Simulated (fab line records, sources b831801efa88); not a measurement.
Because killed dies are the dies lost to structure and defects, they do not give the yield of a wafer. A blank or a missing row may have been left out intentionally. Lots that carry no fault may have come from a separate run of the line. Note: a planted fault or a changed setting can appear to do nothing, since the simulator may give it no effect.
A lot that was struck, set against a sound lot / flow sky130 / 43 steps out of a route of 708
Sound: wafers L709.1, L709.4, L709.6. Wafers struck: L717.3, L717.4, L717.6. The cause comes at the end.
Per side, at each step with rows, come the tool, then ch with its chambers, and then its first start. Under that, the readings that differ: sound wafers / struck wafers / difference of the means / sigmas: that difference in standard deviations of wafers without a fault.
alike: readings whose means differ by less than 2 such deviations, and words and numbers that are the same on both sides. not compared: withheld readings, readings that some wafer has no value for, bounds like >300 that may hide the same value, and numbers for which the record gives no deviation and whose values overlap.
Wherever a step has rows on one side only, a row that says differs or no value, or a row with sigmas, the two part there. Numbers that don't overlap but have no deviation are shown without sigmas and don't part them. A reading that every wafer of one side lacks parts them only if that side has two wafers or more.

first, 2 steps without rows for these wafers: SKY_CONTACT_PEB_12; SKY_CONTACT_DEVELOP_13 (develop time 60 s).
SKY_CONTACT_CD_MEAS_14 targets a cd of 170 nm.
  struck on cd_sem-01, day 36 16:23; sound on cd_sem-02, day 34 11:56
  alike: cd_nm
SKY_CONTACT_OVL_MEAS_15:
  struck on overlay-02, day 36 16:29; sound on overlay-01, day 34 12:03
  alike: CONTACT_OVL
then, 2 steps without rows for these wafers: SKY_CONTACT_ETCH_16 (etches BARC in N2/H2, stops on SiO2, time 45.9 s, target depth 60 nm); SKY_CONTACT_ETCH_17 (etches SiO2 in C4F8/O2/Ar, stops on Si3N4, target depth 340 nm).
SKY_CONTACT_ETCH_18: etches Si3N4 in CHF3/O2, stops on TiN, time 39 s, target depth 75 nm.
  sound: rie_diel-04 ch 0,1,2; struck: rie_diel-03 ch 0,2
reading=drypump_motor_current_A (A); sound=5.1 4.8 5.6; struck=6.6 6.0 6.0; difference=+1.0; sigmas=+2
  alike: oes_product_au, throttle_valve_pct
  not compared: rf_hours_counter_h
then, 5 steps without rows for these wafers: SKY_CONTACT_STRIP_19 (strips in O2/N2); SKY_CONTACT_STRIP_20 (strips in post etch residue remover, time 1200 s); SKY_CONTACT_CLEAN_21 (cleans in IPA, time 180 s); SKY_CONTACT_CLEAN_22 (cleans in O3/DIW); SKY_CONTACT_SPUTTER_23 (material TiN, target thk 20 nm, time 80 s).
SKY_CONTACT_CVD_24: deposits W, target thk 340 nm, time 102.12 s.
  sound on cvd_w-01 ch 0,1, day 34 12:52; struck on cvd_w-01 ch 0,1, day 36 17:22
  alike: heater_power_w
SKY_CONTACT_RS_MEAS_25: measures by four-point-probe.
  struck on film_metro-03, day 36 17:29; sound on film_metro-04, day 34 12:59
  alike: CONTACT_W_RS
SKY_CONTACT_THK_MEAS_26: measures by xrf.
  struck on film_metro-03, day 36 17:35; sound on film_metro-04, day 34 13:06
  alike: CONTACT_W_THK
then, 1 step without rows for these wafers: SKY_CONTACT_CMP_27 (polishes, stops on SiO2, t overpolish 15 s, target thk 0 nm).
SKY_METAL1_SPUTTER_00: material Ti, target thk 15 nm, time 10 s.
  struck on pvd_sputter-01, day 36 17:55; sound on pvd_sputter-01, day 34 13:28
  alike: throttle_valve_pct
SKY_METAL1_SPUTTER_01: material TiN, target thk 20 nm, time 16.7 s.
  struck on pvd_sputter-01, day 36 17:56; sound on pvd_sputter-01, day 34 13:29
  alike: throttle_valve_pct
then, 2 steps without rows for these wafers: SKY_METAL1_SPUTTER_02 (material AlCu, target thk 250 nm, time 13.3 s); SKY_METAL1_SPUTTER_03 (material Ti, target thk 5 nm, time 3.3 s).
SKY_METAL1_SPUTTER_04: material TiN, target thk 70 nm, time 58.3 s.
  struck on pvd_sputter-01, day 36 18:01; sound on pvd_sputter-01, day 34 13:33
  alike: throttle_valve_pct
SKY_METAL1_RS_MEAS_05: measures by four-point-probe.
  struck on film_metro-02, day 36 18:06; sound on film_metro-02, day 34 13:36
reading=METAL1_ALCU_RS (ohm/sq); sound=0.1294 0.1289 0.1277; struck=0.1267 0.1256 0.1262; difference=-0.0025; sigmas=-2
SKY_METAL1_THK_MEAS_06: measures by xrf.
  struck on film_metro-02, day 36 18:12; sound on film_metro-02, day 34 13:43
  alike: METAL1_ALCU_THK
then, 8 steps without rows for these wafers: SKY_METAL1_DEHYDRATE_07 (time 60 s); SKY_METAL1_HMDS_08 (prime time 60 s); SKY_METAL1_COAT_09 (resist thk 60 nm); SKY_METAL1_COAT_10 (resist thk 450 nm); SKY_METAL1_SOFTBAKE_11 (time 90 s); SKY_METAL1_EXPOSE_12 (exposes mask MM1, target cd 140 nm); SKY_METAL1_PEB_13; SKY_METAL1_DEVELOP_14 (develop time 60 s).
SKY_METAL1_CD_MEAS_15 targets a cd of 140 nm.
  struck on cd_sem-01, day 37 19:50; sound on cd_sem-02, day 35 15:59
reading=cd_nm (nm); sound=141.7 143.7 143.4; struck=138.5 138.8 139.1; difference=-4.1; sigmas=-3
SKY_METAL1_OVL_MEAS_16:
  struck on overlay-01, day 37 19:56; sound on overlay-01, day 35 16:07
  alike: METAL1_OVL
then, 3 steps without rows for these wafers: SKY_METAL1_DESCUM_17 (chemistry O2, time 8 s); SKY_METAL1_ETCH_18 (etches BARC in N2/H2, stops on SiO2, time 45.9 s, target depth 60 nm); SKY_METAL1_METAL_ETCH_19 (etches the open film in Cl2/BCl3, stops on SiO2, target depth 360 nm, time 78 s).
SKY_METAL1_STRIP_20: strips in O2/N2.
  sound on plasma_asher-03 ch 0,1, day 35 16:20; struck on plasma_asher-02 ch 0,1, day 37 20:22
reading=drypump_motor_current_A (A); sound=5.3 5.2 5.2; struck=5.6 6.4 6.4; difference=+0.9; sigmas=+2
  alike: n2_flow_sccm, oes_product_au, strip_time_to_endpoint_s
  not compared: rf_hours_counter_h
then, 4 steps without rows for these wafers: SKY_METAL1_STRIP_21 (strips in post etch residue remover, time 1200 s); SKY_METAL1_CLEAN_22 (cleans in IPA, time 180 s); SKY_METAL1_CLEAN_23 (cleans in O3/DIW); SKY_VIA1_HDPCVD_00 (deposits SiO2, target thk 1030 nm, time 171.7 s).
SKY_VIA1_THK_MEAS_01:
  struck on film_metro-02, day 37 21:03; sound on film_metro-04, day 35 17:02
  alike: VIA1_HDPCVD_THK
-- the record jumps here: 12 days lie between the struck wafers' starts before and after (it left off in module VIA1 and takes up again in module PAD_OPEN, whose first step shown is number 708 of the route) --
SKY_PAD_OPEN_PROBE_99:
  record: rows for the struck wafers here (prober-01, day 49 12:51), none for the sound ones

WHERE THEY PART
First at SKY_CONTACT_ETCH_18; last, within this record, at SKY_PAD_OPEN_PROBE_99.

WHY: the cause the simulator had injected
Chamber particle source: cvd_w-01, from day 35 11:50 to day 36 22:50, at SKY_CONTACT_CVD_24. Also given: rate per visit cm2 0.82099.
